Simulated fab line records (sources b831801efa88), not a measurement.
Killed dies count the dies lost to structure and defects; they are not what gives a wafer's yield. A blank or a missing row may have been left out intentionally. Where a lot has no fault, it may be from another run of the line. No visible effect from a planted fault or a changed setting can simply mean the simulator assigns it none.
What tool caused it? / flow sky130 / Sampling: 12 lots, 36 wafers, 3 of 708 route steps

## WHAT THE GAUGES SHOWED, per wafer
SKY_SONOS_ONO_THK_MEAS_01. Usual: SONOS_ONO_OXIDATION_THK gives 2.59 nm (standard deviation 0.058).
lot=L137; measured=day 11 15:43; on=film_metro-03; SONOS_ONO_OXIDATION_THK (nm)=4.27 4.25 4.22 4.26 4.21 4.17; flag=OFF
lot=L139; measured=day 12 02:20; on=film_metro-01; SONOS_ONO_OXIDATION_THK (nm)=2.49 2.47 2.53; flag=
lot=L140; measured=day 12 12:13; on=film_metro-02; SONOS_ONO_OXIDATION_THK (nm)=2.63 2.67 2.64; flag=
lot=L143; measured=day 13 15:40; on=film_metro-01; SONOS_ONO_OXIDATION_THK (nm)=4.40 4.21 4.29 4.34 4.27 4.38; flag=OFF
lot=L146; measured=day 14 10:59; on=film_metro-01; SONOS_ONO_OXIDATION_THK (nm)=4.32 4.25 4.27 4.30 4.26 4.27; flag=OFF
lot=L149; measured=day 15 11:50; on=film_metro-03; SONOS_ONO_OXIDATION_THK (nm)=2.54 2.56 2.52; flag=
lot=L150; measured=day 15 18:29; on=film_metro-02; SONOS_ONO_OXIDATION_THK (nm)=2.46 2.52 2.55; flag=
lot=L151; measured=day 16 00:49; on=film_metro-02; SONOS_ONO_OXIDATION_THK (nm)=2.49 2.53 2.45; flag=
lot=L155; measured=day 17 06:08; on=film_metro-03; SONOS_ONO_OXIDATION_THK (nm)=2.60 2.60 2.65; flag=
lot=L156; measured=day 17 13:22; on=film_metro-01; SONOS_ONO_OXIDATION_THK (nm)=2.58 2.64 2.66; flag=
lot=L158; measured=day 18 18:34; on=film_metro-02; SONOS_ONO_OXIDATION_THK (nm)=2.63 2.60 2.60; flag=
lot=L160; measured=day 19 11:17; on=film_metro-03; SONOS_ONO_OXIDATION_THK (nm)=2.54 2.56 2.63; flag=

SKY_LOCAL_INTERCONNECT_OVL_MEAS_12. Usual: LOCAL_INTERCONNECT_OVL gives -3 nm (standard deviation 5.9).
lot=L137; measured=day 30 04:56; on=overlay-02; LOCAL_INTERCONNECT_OVL (nm)=4 2 0; flag=
lot=L139; measured=day 31 04:32; on=overlay-02; LOCAL_INTERCONNECT_OVL (nm)=-6 0 2; flag=
lot=L140; measured=day 32 06:11; on=overlay-02; LOCAL_INTERCONNECT_OVL (nm)=-6 -2 0; flag=
lot=L143; measured=day 32 17:17; on=overlay-02; LOCAL_INTERCONNECT_OVL (nm)=-9 -4 -1; flag=
lot=L146; measured=day 33 10:05; on=overlay-02; LOCAL_INTERCONNECT_OVL (nm)=-11 -10 -10; flag=
lot=L149; measured=day 34 14:59; on=overlay-01; LOCAL_INTERCONNECT_OVL (nm)=-2 -5 -12; flag=
lot=L150; measured=day 34 18:50; on=overlay-01; LOCAL_INTERCONNECT_OVL (nm)=-6 6 -6; flag=
lot=L151; measured=day 34 22:08; on=overlay-02; LOCAL_INTERCONNECT_OVL (nm)=6 11 7; flag=
lot=L155; measured=day 36 01:11; on=overlay-02; LOCAL_INTERCONNECT_OVL (nm)=1 -4 -1; flag=
lot=L156; measured=day 36 05:50; on=overlay-02; LOCAL_INTERCONNECT_OVL (nm)=4 0 5; flag=
lot=L158; measured=day 37 10:08; on=overlay-02; LOCAL_INTERCONNECT_OVL (nm)=-4 -10 -4; flag=
lot=L160; measured=day 38 01:15; on=overlay-01; LOCAL_INTERCONNECT_OVL (nm)=3 -1 6; flag=

## WHAT TOOL EACH LOT RAN ON (gives the tool, then ch and the chambers of the sampled wafers, and finally the start)
lot=L137; SKY_SONOS_ONO_OXIDATION_00=furnace-02 ch 0, day 11 12:20 and furnace-01 ch 0, day 11 14:20
lot=L139; SKY_SONOS_ONO_OXIDATION_00=furnace-01 ch 0, day 12 01:00
lot=L140; SKY_SONOS_ONO_OXIDATION_00=furnace-02 ch 0, day 12 10:52
lot=L143; SKY_SONOS_ONO_OXIDATION_00=furnace-01 ch 0, day 13 12:31 and furnace-02 ch 0, day 13 14:13
lot=L146; SKY_SONOS_ONO_OXIDATION_00=furnace-02 ch 0, day 14 07:37 and furnace-01 ch 0, day 14 09:38
lot=L149; SKY_SONOS_ONO_OXIDATION_00=furnace-02 ch 0, day 15 10:29
lot=L150; SKY_SONOS_ONO_OXIDATION_00=furnace-01 ch 0, day 15 17:08
lot=L151; SKY_SONOS_ONO_OXIDATION_00=furnace-02 ch 0, day 15 23:29
lot=L155; SKY_SONOS_ONO_OXIDATION_00=furnace-01 ch 0, day 17 04:47
lot=L156; SKY_SONOS_ONO_OXIDATION_00=furnace-01 ch 0, day 17 12:00
lot=L158; SKY_SONOS_ONO_OXIDATION_00=furnace-01 ch 0, day 18 17:13
lot=L160; SKY_SONOS_ONO_OXIDATION_00=furnace-01 ch 0, day 19 09:56
- SKY_SONOS_ONO_OXIDATION_00: stabilise 600 s, purge 300 s, target thk 2.6 nm.

## AS READ BY THE TOOLS THEMSELVES (means over the sampled wafers that have a number; for cases with no such wafer, the mark the record gives instead)
SKY_SONOS_ONO_OXIDATION_00. Usual: spike_tc_bottom_C 820.5 C, standard deviation 1.8; zone_power_lower_pct 13.3 %, standard deviation 1.3.
lot=L137; tool=furnace-02/furnace-01; spike_tc_bottom_C (C)=821.0; zone_power_lower_pct (%)=13.4; flag=
lot=L139; tool=furnace-01; spike_tc_bottom_C (C)=819.5; zone_power_lower_pct (%)=12.2; flag=
lot=L140; tool=furnace-02; spike_tc_bottom_C (C)=822.3; zone_power_lower_pct (%)=14.8; flag=
lot=L143; tool=furnace-01/furnace-02; spike_tc_bottom_C (C)=820.8; zone_power_lower_pct (%)=13.4; flag=
lot=L146; tool=furnace-02/furnace-01; spike_tc_bottom_C (C)=820.5; zone_power_lower_pct (%)=13.5; flag=
lot=L149; tool=furnace-02; spike_tc_bottom_C (C)=822.0; zone_power_lower_pct (%)=14.8; flag=
lot=L150; tool=furnace-01; spike_tc_bottom_C (C)=818.7; zone_power_lower_pct (%)=12.2; flag=
lot=L151; tool=furnace-02; spike_tc_bottom_C (C)=821.6; zone_power_lower_pct (%)=14.8; flag=
lot=L155; tool=furnace-01; spike_tc_bottom_C (C)=819.2; zone_power_lower_pct (%)=12.2; flag=
lot=L156; tool=furnace-01; spike_tc_bottom_C (C)=818.8; zone_power_lower_pct (%)=12.0; flag=
lot=L158; tool=furnace-01; spike_tc_bottom_C (C)=818.8; zone_power_lower_pct (%)=12.2; flag=
lot=L160; tool=furnace-01; spike_tc_bottom_C (C)=819.8; zone_power_lower_pct (%)=12.2; flag=

## THE ANSWER, worked out from the rows above alone
Rule: a lot is off if the mean of its wafers that have a number lies more than 3 standard deviations from the usual mean. Also off: a lot with no number at a reading for which 4 or more lots have one. All remaining lots with rows at the step are treated as sound. After the gauges, taken in route order, come the tools' own readings; for these a lot's mean is taken, as printed above. At the first step where some lot is off, the reading lying furthest off is the one used; lots without a number count as furthest.
Off: at SKY_SONOS_ONO_THK_MEAS_01 (SONOS_ONO_OXIDATION_THK), L137, L143, L146.
If a tool, at a process step before that reading, ran all the lots that are off and no sound lot after the first of them, it fits. Gauges at SKY_SONOS_ONO_THK_MEAS_01: tried the same way as those tools. No candidate that was tried fits.

## WHAT THE SIMULATOR HAD INSERTED
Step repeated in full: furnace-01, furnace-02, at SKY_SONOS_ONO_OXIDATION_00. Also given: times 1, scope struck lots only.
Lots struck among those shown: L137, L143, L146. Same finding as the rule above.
